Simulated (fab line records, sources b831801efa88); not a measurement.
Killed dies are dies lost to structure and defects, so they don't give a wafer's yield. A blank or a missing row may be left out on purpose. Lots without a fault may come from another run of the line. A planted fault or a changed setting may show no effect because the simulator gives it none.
fab line records | flow gf180mcu
record lots=14 wafers=42 last_day=35
route steps=602 shown V4@480 MIM@507
lots that met no fault: from a run of the same line without faults
start_h: hours from the record's first day to the start of the lot's first wafer shown | wait_h: hours since the lot's step before | " the same as in the row above | L1.1+2: a row that stands for several wafers | - no value, or no start given | * or withheld: withheld | < > ~ a bound
route shown NAME@n: a module of which the file shows steps, and the number in the route of the first | usual: mean/standard deviation of fault-free wafers | same: alike in all rows | chamber/n: place in a boat | sites: the reading at each site | _std_site: their standard deviation | _edge_site: outer sites' mean less inner sites' | radius_mm: how far each site lies from the wafer's centre | mask NAME#n: copy n | behind: the tool/chamber that last shaped the wafer | hold: why the lot was held/for how many hours/how that ended | device: the transistor (n, p or np) that didn't switch | end of line: the same wafers' tests at the end of the route | a step without rows: its recipe alone | killed: dies lost to structure and defects at the first sort, not the wafer's yield | map: a wafer's dies, x killed, . not, _ none there
set.NAME: the setting as run; set.NAME@STEP: as run at that earlier step | model.NAME: the simulator's own value behind a step, which no gauge read
steps of the route over a sample of lots; a table a step, a row a wafer
services: from which hour (start_h, from the record's first day; less than 0 if before it) a tool's chamber was out of use, for how many hours, and why
## steps
# step GF_V4_CMP_04
# recipe material=SiO2 down_force_psi=4 platen_rpm=60 pad_velocity_m_s=0.94248
# usual motor_current_A=12.6/0.98 time_to_endpoint_s=78/5.1
# columns lot.wafer tool chamber start_h wait_h motor_current_A time_to_endpoint_s
L561.1 cmp-02 0 570.13 0.2 13.2 70
L561.5 " 1 " " 13.6 80
L561.6 " 2 " " 12.4 72
L562.3 cmp-01 1 579.96 0.0 12.6 78
L562.1 " 2 " " 11.0 83
L562.6 " 1 " " 13.6 86
L563.4 cmp-02 0 586.80 0.0 12.6 70
L563.3 " 1 " " 13.0 68
L563.2 " 2 " " 11.8 69
L564.1 cmp-02 1 593.63 0.1 13.1 77
L564.2 " 2 " " 12.8 74
L564.3 " 0 " " 12.8 77
L566.1 cmp-02 3 610.90 0.2 11.4 70
L566.3 " 0 " " 12.8 72
L566.4 " 2 " " 12.0 76
L568.1 cmp-02 2 627.41 0.1 12.3 73
L568.2 " 3 " " 11.3 80
L568.4 " 1 " " 13.5 85
L569.1 cmp-02 3 633.36 0.1 11.8 85
L569.5 " 1 " " 13.1 77
L569.6 " 2 " " 12.2 80
L570.4 cmp-01 1 637.23 0.1 12.8 79
L570.5 " 3 " " 14.2 77
L570.6 " 0 " " 12.2 79
L571.2 cmp-01 3 649.94 0.0 14.7 75
L571.1 " 2 " " 11.1 82
L571.6 " 0 " " 13.1 89
L573.4 cmp-01 1 662.70 0.0 12.8 78
L573.1 " 2 " " 11.3 82
L573.6 " 2 " " 11.7 80
L574.2 cmp-02 3 669.19 0.1 11.2 78
L574.4 " 0 " " 12.8 82
L574.6 " 3 " " 11.3 83
L577.1 cmp-01 0 688.35 0.2 13.0 79
L577.5 " 1 " " 12.9 82
L577.6 " 2 " " 11.0 82
L578.1 cmp-01 3 696.16 0.1 14.3 81
L578.2 " 1 " " 13.4 79
L578.5 " 2 " " 10.5 85
L583.2 cmp-01 2 725.62 0.1 11.1 78
L583.4 " 3 " " 13.5 81
L583.1 " 0 " " 12.5 72
# step GF_V4_OVL_MEAS_15
# usual V4_OVL=-3/4.8
# columns lot.wafer tool chamber start_h wait_h V4_OVL[nm]
L561.1 overlay-02 - 592.45 0.1 -4
L561.5 " - " " 0
L561.6 " - " " 0
L562.1 overlay-02 - 601.70 0.1 -4
L562.3 " - " " -1
L562.6 " - " " -3
L563.2 overlay-02 - 609.22 0.1 -4
L563.3 " - " " 8
L563.4 " - " " -11
L564.1 overlay-01 - 615.42 0.1 -5
L564.2 " - " " 1
L564.3 " - " " -2
L566.1 overlay-02 - 632.75 0.1 -4
L566.3 " - " " -9
L566.4 " - " " -13
L568.1 overlay-01 - 648.21 0.1 -10
L568.2 " - " " -7
L568.4 " - " " -11
L569.1 overlay-01 - 653.70 0.1 -7
L569.5 " - " " -9
L569.6 " - " " -6
L570.4 overlay-02 - 657.93 0.1 -7
L570.5 " - " " -9
L570.6 " - " " -7
L571.1 overlay-02 - 670.31 0.1 1
L571.2 " - " " 0
L571.6 " - " " -13
L573.1 overlay-02 - 682.35 0.1 7
L573.4 " - " " 6
L573.6 " - " " 0
L574.2 overlay-02 - 688.62 0.1 -9
L574.4 " - " " -5
L574.6 " - " " -4
L577.1 overlay-01 - 707.70 0.1 0
L577.5 " - " " -6
L577.6 " - " " -3
L578.1 overlay-02 - 715.87 0.1 -8
L578.2 " - " " -5
L578.5 " - " " 3
L583.1 overlay-02 - 744.00 0.1 -2
L583.2 " - " " 0
L583.4 " - " " -1
# step GF_V4_ETCH_16
# recipe chemistry=N2/H2 target_depth_a=withheld overetch_a=withheld time_s=withheld target=BARC ion_energy_ev=200 source_w=500 bias_w=100 pressure_mtorr=30 n2_flow_sccm=100 h2_flow_sccm=200
# usual drypump_motor_current_A=5.7/0.37 oes_product_au=0.855/0.0048 throttle_valve_pct=13.224/0.0091
# columns lot.wafer tool chamber start_h wait_h drypump_motor_current_A oes_product_au throttle_valve_pct
L561.1 rie_diel-01 1 592.48 0.0 5.8 0.855 13.233
L561.5 " 0 " " 5.8 0.856 13.229
L561.6 " 3 " " 5.6 0.860 13.213
L562.1 rie_diel-01 2 601.73 0.0 6.0 0.850 13.233
L562.3 " 3 " " 5.6 0.849 13.229
L562.6 " 2 " " 6.0 0.853 13.224
L563.2 rie_diel-03 0 609.25 0.0 6.4 0.855 13.245
L563.3 " 1 " " 5.8 0.853 13.221
L563.4 " 3 " " 5.5 0.853 13.214
L564.1 rie_diel-01 1 615.45 0.0 5.9 0.858 13.221
L564.2 " 2 " " 6.0 0.859 13.223
L564.3 " 0 " " 5.7 0.855 13.229
L566.1 rie_diel-04 0 632.78 0.0 5.4 0.853 13.236
L566.3 " 3 " " 5.2 0.856 13.216
L566.4 " 1 " " 5.9 0.859 13.217
L568.1 rie_diel-03 1 648.25 0.0 5.7 0.855 13.222
L568.2 " 0 " " 6.5 0.863 13.219
L568.4 " 2 " " 6.2 0.855 13.233
L569.1 rie_diel-04 2 653.73 0.0 5.5 0.850 13.221
L569.5 " 3 " " 5.2 0.854 13.244
L569.6 " 2 " " 5.5 0.861 13.211
L570.4 rie_diel-04 2 657.97 0.0 5.5 0.862 13.237
L570.5 " 1 " " 5.9 0.856 13.235
L570.6 " 3 " " 5.2 0.857 13.227
L571.1 rie_diel-03 0 670.35 0.0 6.5 0.863 13.211
L571.2 " 1 " " 5.8 0.851 13.229
L571.6 " 1 " " 5.8 0.853 13.202
L573.1 rie_diel-03 2 682.38 0.0 6.2 0.842 13.225
L573.4 " 1 " " 5.8 0.852 13.240
L573.6 " 0 " " 6.4 0.861 13.223
L574.2 rie_diel-04 1 688.65 0.0 5.9 0.853 13.218
L574.4 " 2 " " 5.5 0.854 13.225
L574.6 " 3 " " 5.2 0.860 13.211
L577.1 rie_diel-04 2 707.73 0.0 5.5 0.853 13.235
L577.5 " 3 " " 5.2 0.858 13.224
L577.6 " 0 " " 5.4 0.865 13.227
L578.1 rie_diel-03 1 715.90 0.0 5.8 0.856 13.223
L578.2 " 2 " " 6.2 0.864 13.232
L578.5 " 2 " " 6.2 0.861 13.234
L583.1 rie_diel-03 2 744.03 0.0 6.2 0.855 13.210
L583.2 " 1 " " 5.7 0.850 13.215
L583.4 " 0 " " 6.4 0.860 13.216
# step GF_MIM_SPUTTER_04
# recipe material=TiN target_thk_nm=50 power_w=6500 time_s=41.7 chamber_pressure_pa=0.4
# usual cathode_dc_power_W=6500.1/1.3 chamber_pressure_pa=0.4000/0.0008 throttle_valve_pct=30.0/0.81 time_s=41.7/0
# columns lot.wafer tool chamber start_h wait_h cathode_dc_power_W chamber_pressure_pa throttle_valve_pct time_s
L561.1 pvd_sputter-03 - 594.02 0.0 6500.8 0.4004 30.1 41.7
L561.5 " - " " 6502.5 0.3994 31.2 41.7
L561.6 " - " " 6504.6 0.4009 29.8 41.7
L562.1 pvd_sputter-02 - 603.44 0.0 6499.9 0.3995 29.2 41.7
L562.3 " - " " 6500.1 0.3997 29.9 41.7
L562.6 " - " " 6502.1 0.3999 29.0 41.7
L563.2 pvd_sputter-02 - 610.78 0.0 6502.0 0.4000 30.5 41.7
L563.3 " - " " 6498.6 0.3992 29.0 41.7
L563.4 " - " " 6501.9 0.3993 29.5 41.7
L564.1 pvd_sputter-02 - 616.99 0.0 6497.8 0.4000 29.4 41.7
L564.2 " - " " 6498.7 0.4007 30.3 41.7
L564.3 " - " " 6500.5 0.4001 28.8 41.7
L566.1 pvd_sputter-03 - 634.35 0.0 6500.1 0.4001 30.9 41.7
L566.3 " - " " 6500.5 0.3997 30.3 41.7
L566.4 " - " " 6499.9 0.3983 30.7 41.7
L568.1 pvd_sputter-01 - 649.82 0.0 6498.8 0.4016 29.4 41.7
L568.2 " - " " 6501.0 0.3996 30.6 41.7
L568.4 " - " " 6503.2 0.3990 29.4 41.7
L569.1 pvd_sputter-01 - 655.39 0.0 6498.1 0.3991 30.3 41.7
L569.5 " - " " 6501.0 0.4002 30.4 41.7
L569.6 " - " " 6501.4 0.4013 29.2 41.7
L570.4 pvd_sputter-01 - 659.92 0.0 6500.2 0.3997 29.5 41.7
L570.5 " - " " 6501.1 0.3991 30.8 41.7
L570.6 " - " " 6500.2 0.4001 29.5 41.7
L571.1 pvd_sputter-03 - 671.91 0.0 6499.8 0.3985 29.8 41.7
L571.2 " - " " 6499.2 0.3991 31.2 41.7
L571.6 " - " " 6502.8 0.3995 29.9 41.7
L573.1 pvd_sputter-02 - 684.26 0.0 - - - -
L573.4 " - " " - - - -
L573.6 " - " " - - - -
L574.2 pvd_sputter-03 - 690.29 0.0 - - - -
L574.4 " - " " - - - -
L574.6 " - " " - - - -
L577.1 pvd_sputter-03 - 709.27 0.0 6500.8 0.4003 31.2 41.7
L577.5 " - " " 6501.9 0.3993 31.0 41.7
L577.6 " - " " 6499.5 0.3991 31.5 41.7
L578.1 pvd_sputter-03 - 717.44 0.0 6498.2 0.4009 29.9 41.7
L578.2 " - " " 6500.8 0.3989 29.2 41.7
L578.5 " - " " 6502.1 0.4005 31.3 41.7
L583.1 pvd_sputter-03 - 745.58 0.0 6499.8 0.4001 29.8 41.7
L583.2 " - " " 6498.5 0.3999 29.0 41.7
L583.4 " - " " 6500.6 0.4002 31.3 41.7
## services
# columns tool chamber start_h hours kind
pvd_sputter-01 - 553.56 1.0 repair
rie_diel-04 2 562.20 18.3 repair
cmp-01 - 572.00 4.0 pm
cmp-01 - 574.42 0.3 repair
rie_diel-04 0 589.84 10.2 repair
cmp-01 - 600.84 15.3 pm
rie_diel-04 0 604.01 8.2 repair
rie_diel-04 3 635.78 2.4 repair
cmp-01 - 636.91 0.2 repair
cmp-01 - 642.12 2.9 repair
pvd_sputter-02 - 645.18 3.2 repair
rie_diel-04 0 650.85 8.9 repair
cmp-02 - 657.38 1.3 repair
cmp-02 - 663.98 0.4 repair
pvd_sputter-02 - 675.39 3.6 repair
rie_diel-03 3 680.05 63.3 repair
cmp-02 - 691.98 1.1 repair
rie_diel-03 1 699.38 3.5 repair
rie_diel-04 1 700.77 5.1 repair
cmp-01 - 705.58 3.6 pm
cmp-02 - 724.10 4.9 pm
cmp-01 - 741.59 0.8 repair
pvd_sputter-02 - 742.30 0.9 repair
cmp-02 - 744.14 4.0 pm
## key
first_sign step=GF_MIM_SPUTTER_04 reading=tool_record direction=missing
effect none on later readings
met_at GF_MIM_SPUTTER_04
struck_lots L573,L574
later_rows_left_out L573.1,L573.4,L573.6,L574.2,L574.4,L574.6
sort_left_out L573.1,L573.4,L573.6,L574.2,L574.4,L574.6
not_acting_at GF_V4_CMP_04,GF_V4_OVL_MEAS_15,GF_V4_ETCH_16
onset_between 671.91 684.26
fault kind=skipped_step_whole tool=pvd_sputter-02,pvd_sputter-03 chamber=- onset_h=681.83 steps=GF_MIM_SPUTTER_04 scope=struck_lots_only
# sort_left_out: the simulated sort isn't trusted on such a fault, so these wafers' sort isn't shown, and their yield isn't known
# later_rows_left_out: the simulator's readings of these wafers behind a module that went badly wrong aren't trusted and aren't shown, but for the sort
